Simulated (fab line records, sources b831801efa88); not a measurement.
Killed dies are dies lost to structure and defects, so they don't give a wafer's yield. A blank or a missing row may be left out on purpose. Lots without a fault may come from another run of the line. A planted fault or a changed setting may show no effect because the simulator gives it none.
Chamber matching | flow sky130 | SKY_VIA3_ETCH_14 on rie_diel-02: 4 sister chambers
The step etches BARC in N2/H2, stops on SiO2, time 45.9 s, target depth 60 nm. 16 wafers are shown with their chamber, then 8 later ones without.

WAFERS WITH THEIR CHAMBER
wafer  | chamber | drypump_motor_current_A (A) | oes_product_au (a.u.) | throttle_valve_pct (%)
L075.3 | 3       | 6.3                         | 0.858                 | 13.209
L075.5 | 0       | 6.3                         | 0.855                 | 13.227
L075.6 | 3       | 6.3                         | 0.854                 | 13.223
L079.2 | 0       | 6.3                         | 0.848                 | 13.229
L079.3 | 1       | 6.2                         | 0.856                 | 13.223
L079.4 | 3       | 6.3                         | 0.860                 | 13.222
L081.3 | 2       | 6.0                         | 0.851                 | 13.212
L081.4 | 0       | 6.3                         | 0.850                 | 13.232
L081.5 | 1       | 6.2                         | 0.847                 | 13.233
L086.2 | 2       | 5.9                         | 0.853                 | 13.224
L086.4 | 1       | 6.1                         | 0.851                 | 13.225
L086.6 | 1       | 6.2                         | 0.847                 | 13.208
L087.1 | 2       | 6.0                         | 0.853                 | 13.223
L087.2 | 3       | 6.3                         | 0.852                 | 13.230
L087.3 | 0       | 6.3                         | 0.850                 | 13.226
L089.3 | 3       | 6.3                         | 0.851                 | 13.219

SIGNATURES (means of the wafers above)
reading                 | chamber 0 | chamber 1 | chamber 2 | chamber 3 | scatter within a chamber
drypump_motor_current_A | 6.300     | 6.175     | 5.967     | 6.300     | 0.0344
oes_product_au          | 0.85075   | 0.85025   | 0.85233   | 0.85500   | 0.00347
throttle_valve_pct      | 13.22850  | 13.22225  | 13.21967  | 13.22060  | 0.00747
Rule: a wafer's distance from a chamber is the root of the sum, over the readings, of the square of ((its reading less the chamber's mean) divided by the reading's scatter). The wafer belongs to the nearest chamber; if the next one is less than 2 further off, it can't be placed. The scatter: the root of (the sum of the squares of (reading less its chamber's mean) over the shown wafers, divided by (wafers less chambers)).

WAFERS WITHOUT THEIR CHAMBER
wafer  | drypump_motor_current_A (A) | oes_product_au (a.u.) | throttle_valve_pct (%)
L089.5 | 6.2                         | 0.856                 | 13.219
L089.6 | 5.9                         | 0.850                 | 13.232
L092.1 | 6.2                         | 0.853                 | 13.218
L092.3 | 6.4                         | 0.855                 | 13.219
L092.5 | 6.0                         | 0.852                 | 13.221
L096.1 | 6.2                         | 0.858                 | 13.221
L096.3 | 6.3                         | 0.853                 | 13.208
L096.4 | 6.3                         | 0.852                 | 13.226

WHICH CHAMBER EACH WENT THROUGH
wafer  | from the rows above          | in truth
L089.5 | can't be placed: 1 or 3 or 0 | 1
L089.6 | 2                            | 2
L092.1 | can't be placed: 1 or 3      | 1
L092.3 | can't be placed: 3 or 0      | 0
L092.5 | 2                            | 2
L096.1 | can't be placed: 1 or 3 or 0 | 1
L096.3 | can't be placed: 3 or 0      | 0
L096.4 | can't be placed: 0 or 3      | 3
Placed correctly: 2 of 8. Can't be placed from these rows: 6 (the true chamber is among the candidates in 6). Placed wrongly: 0.
